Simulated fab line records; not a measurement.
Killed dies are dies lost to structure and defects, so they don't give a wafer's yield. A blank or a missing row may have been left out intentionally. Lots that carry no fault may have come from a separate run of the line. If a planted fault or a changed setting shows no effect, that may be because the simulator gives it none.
fab line records | flow sky130
record: lots: 13 wafers: 39 lastDay: 50
route steps=708 shown NWELL@34 PWDE@52
lots that met no fault: from a run of the same line without faults
startH: hours from the record's opening day to when the first of the lot's shown wafers began | waitH: how many hours have passed since the lot's step before this one | " as in the row above | L1.1+2: a row that stands for several wafers | - no value, or no start given | * or withheld: withheld | < > ~ a bound
route shown NAME@n: a module of which the file shows steps, and the number in the route of the first | usual: average and standard deviation across the fault-free wafers | same: alike in all rows | chamber/n: place in a boat | sites: the reading at each site | _std_site: the values' standard deviation | _edge_site: mean of outer sites minus mean of inner sites | radiusMm: for every site, how far away it sits from the centre of the wafer | mask NAME#n: copy n | behind: the last tool/chamber to shape the wafer | hold: why the lot was held/for how many hours/how that ended | device: the transistor (n, p or np) that didn't switch | end of line: the tests these same wafers got at the end of their route | a step given without rows: its recipe and nothing more | killed: count of dies lost to structure and defects at first sort (not the wafer's yield) | map: a wafer's dies, marking killed ones x, the rest . and places with no die _
set.NAME: the run value of the setting; set.NAME@STEP: its run value at that earlier step | model.NAME: the simulator's own value behind a step, which no gauge read
steps of the route over a sample of lots; a table a step, a row a wafer
services: from which hour (startH, from the record's first day; less than 0 if before it) a tool's chamber was out of use, for how many hours, and why
== steps ==
step: SKY_NWELL_THK_MEAS_02
recipe: reads: SiO2_of_NWELL_OXIDATION_01
usual: NWELL_OXIDATION_THK: 10.11/0.15
columns lot.wafer tool chamber startH waitH NWELL_OXIDATION_THK[nm]
L809.2 filmMetro-04 - 33.75 0.0 9.99
L809.3 " - " " 9.91
L809.6 " - " " 9.70
L810.1 filmMetro-02 - 43.93 0.0 10.27
L810.3 " - " " 10.17
L810.6 " - " " 10.25
L811.4 filmMetro-02 - 48.36 0.0 9.81
L811.5 " - " " 9.87
L811.6 " - " " 9.97
L812.1 filmMetro-04 - 50.15 0.0 10.07
L812.4 " - " " 10.07
L812.5 " - " " 10.21
L813.3 filmMetro-04 - 55.53 0.0 10.19
L813.4 " - " " 10.21
L813.6 " - " " 10.18
L814.1 filmMetro-04 - 63.91 0.0 9.92
L814.5 " - " " 10.12
L814.6 " - " " 9.94
L815.2 filmMetro-03 - 68.73 0.0 9.88
L815.3 " - " " 10.04
L815.5 " - " " 10.01
L827.2 filmMetro-04 - 134.11 0.0 10.01
L827.3 " - " " 9.98
L827.5 " - " " 10.11
L828.1 filmMetro-03 - 135.50 0.0 10.15
L828.3 " - " " 10.19
L828.5 " - " " 10.15
L829.3 filmMetro-03 - 139.95 0.0 10.22
L829.4 " - " " 10.34
L829.6 " - " " 10.02
L830.2 filmMetro-03 - 148.04 0.0 10.08
L830.3 " - " " 10.15
L830.5 " - " " 10.14
L831.2 filmMetro-04 - 149.63 0.0 10.09
L831.3 " - " " 10.18
L831.5 " - " " 10.25
L832.2 filmMetro-04 - 157.35 0.0 10.26
L832.3 " - " " 10.04
L832.4 " - " " 10.20
step: SKY_PWDE_OVL_MEAS_07
usual: PWDE_OVL: -2.2/1.4
columns lot.wafer tool chamber startH waitH PWDE_OVL[nm]
L809.2 overlay-01 - 65.12 - -2.5
L809.3 " - " " -2.1
L809.6 " - " " -1.4
L810.1 overlay-02 - 75.92 - -1.8
L810.3 " - " " -1.2
L810.6 " - " " -2.8
L811.4 overlay-01 - 81.54 - -4.0
L811.5 " - " " -3.6
L811.6 " - " " -3.1
L812.1 overlay-01 - 83.07 - -5.2
L812.4 " - " " -3.2
L812.5 " - " " -5.0
L813.3 overlay-02 - 88.48 - -1.9
L813.4 " - " " -2.7
L813.6 " - " " -0.2
L814.1 overlay-01 - 96.87 - -2.0
L814.5 " - " " -0.9
L814.6 " - " " -1.3
L815.2 overlay-01 - 102.57 - -2.2
L815.3 " - " " -3.9
L815.5 " - " " -3.4
L827.2 overlay-01 - 174.29 - 0.8
L827.3 " - " " 0.1
L827.5 " - " " -1.1
L828.1 overlay-02 - 175.94 - -3.5
L828.3 " - " " -2.5
L828.5 " - " " -3.3
L829.3 overlay-01 - 182.19 - -2.4
L829.4 " - " " -2.9
L829.6 " - " " -2.3
L830.2 overlay-02 - 188.68 - 0.1
L830.3 " - " " 0.0
L830.5 " - " " -1.4
L831.2 overlay-02 - 191.39 - 0.5
L831.3 " - " " -2.5
L831.5 " - " " -1.4
L832.2 overlay-02 - 198.77 - -3.2
L832.3 " - " " -2.1
L832.4 " - " " -2.5
step: SKY_NWELL_EXPOSE_20
recipe: maskId: NWM_COMPLEMENT na: 0.6 sourceShape: conventional sigmaOuter: 0.6 polarization: unpolarized targetCdNm: 840 doseMj: 260
columns lot.wafer tool chamber startH waitH mask
L809.2+3+6 ilineStepper-02 0 91.28 - NWM_COMPLEMENT#0
L810.1+3+6 ilineStepper-01 0 101.87 - NWM_COMPLEMENT#0
L811.4+5+6 ilineStepper-02 0 107.73 - NWM_COMPLEMENT#0
L812.1+4+5 ilineStepper-01 0 110.51 - NWM_COMPLEMENT#0
L813.3+4+6 ilineStepper-02 0 115.13 - NWM_COMPLEMENT#0
L814.1+5+6 ilineStepper-01 0 123.62 - NWM_COMPLEMENT#0
L815.2+3+5 ilineStepper-02 0 130.28 - NWM_COMPLEMENT_R1#0
L827.2+3+5 ilineStepper-01 0 206.64 - NWM_COMPLEMENT#0
L828.1+3+5 ilineStepper-01 0 207.57 - NWM_COMPLEMENT#0
L829.3+4+6 ilineStepper-01 0 215.81 - NWM_COMPLEMENT#0
L830.2+3+5 ilineStepper-02 0 222.04 - NWM_COMPLEMENT#0
L831.2+3+5 ilineStepper-01 0 224.38 - NWM_COMPLEMENT#0
L832.2+3+4 ilineStepper-01 0 232.36 - NWM_COMPLEMENT#0
step: SKY_NWELL_RTA_28
recipe: tempC: 1050 timeS: 30 idleTempC: 650 rampUpCPerS: 150 rampDownCPerS: 90 ambient: N2
usual: lampPowerPct: 25.30/0.049 wafer_temp_C_max: 1054.8/0.97
columns lot.wafer tool chamber startH waitH lampPowerPct wafer_temp_C_max
L809.2 rtpAnneal-01 0 100.26 0.0 25.27 1054.5
L809.3 " 0 " " 25.29 1055.4
L809.6 " 0 " " 25.29 1053.9
L810.1 rtpAnneal-02 0 110.81 0.0 25.33 1053.7
L810.3 " 0 " " 25.29 1054.9
L810.6 " 0 " " 25.31 1055.2
L811.4 rtpAnneal-02 0 116.91 0.1 25.31 1053.6
L811.5 " 0 " " 25.27 1055.2
L811.6 " 0 " " 25.34 1055.1
L812.1 rtpAnneal-01 0 119.49 0.0 25.37 1054.2
L812.4 " 0 " " 25.39 1052.8
L812.5 " 0 " " 25.27 1054.9
L813.3 rtpAnneal-02 0 123.72 0.0 25.37 1054.5
L813.4 " 0 " " 25.28 1054.8
L813.6 " 0 " " 25.29 1054.9
L814.1 rtpAnneal-01 0 133.59 0.0 25.32 1053.3
L814.5 " 0 " " 25.28 1054.6
L814.6 " 0 " " 25.28 1055.1
L815.2 rtpAnneal-02 0 139.53 0.0 25.38 1054.1
L815.3 " 0 " " 25.24 1054.1
L815.5 " 0 " " 25.27 1054.2
L827.2 rtpAnneal-01 0 218.05 0.0 25.27 1054.8
L827.3 " 0 " " 25.27 1055.7
L827.5 " 0 " " 25.29 1054.8
L828.1 rtpAnneal-02 0 219.33 0.0 25.23 1054.5
L828.3 " 0 " " 25.22 1055.3
L828.5 " 0 " " 25.30 1054.3
L829.3 rtpAnneal-01 0 227.47 0.0 25.28 1054.9
L829.4 " 0 " " 25.25 1053.9
L829.6 " 0 " " 25.32 1053.7
L830.2 rtpAnneal-01 0 233.45 0.0 25.31 1053.4
L830.3 " 0 " " 25.26 1054.7
L830.5 " 0 " " 25.30 1054.8
L831.2 rtpAnneal-02 0 235.57 0.0 25.27 1054.3
L831.3 " 0 " " 25.30 1055.2
L831.5 " 0 " " 25.31 1054.9
L832.2 rtpAnneal-01 0 243.78 0.0 25.25 1054.9
L832.3 " 0 " " 25.27 1055.2
L832.4 " 0 " " 25.34 1055.1
== services ==
columns tool chamber startH hours kind
ilineStepper-01 - 68.41 1.7 pm
ilineStepper-02 - 77.89 3.3 repair
ilineStepper-02 - 135.78 9.0 repair
ilineStepper-01 - 152.08 1.4 repair
ilineStepper-01 0 180.05 - calibration
ilineStepper-02 - 194.85 22.4 repair
ilineStepper-02 - 229.95 4.1 repair
ilineStepper-02 0 234.55 - calibration
== key ==
firstSign: step: SKY_NWELL_EXPOSE_20 reading: mask direction: changed
effect none on later readings
metAt SKY_NWELL_EXPOSE_20
struckLots L815
sortLeftOut L815.2,L815.3,L815.5
testerLeftOut L815
notActingAt SKY_NWELL_THK_MEAS_02,SKY_PWDE_OVL_MEAS_07,SKY_NWELL_RTA_28
onsetBetween 115.13 130.28
fault: kind: wrongMask tool: any chamber: - onsetH: 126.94 steps: SKY_NWELL_EXPOSE_20 auxCopy: NWM_COMPLEMENT_R1#0 cdOffsetNm: -168 scope: struckLotsOnly
testerLeftOut: of these lots the tester's yield and bins aren't shown, on N5 and GAA mostly nor the transistor test; their killed dies are dies lost to structure and defects alone, not to doping, threshold or leakage, so they don't give the yield
sortLeftOut: the simulated sort isn't trusted on such a fault, so these wafers' sort isn't shown, and their yield isn't known
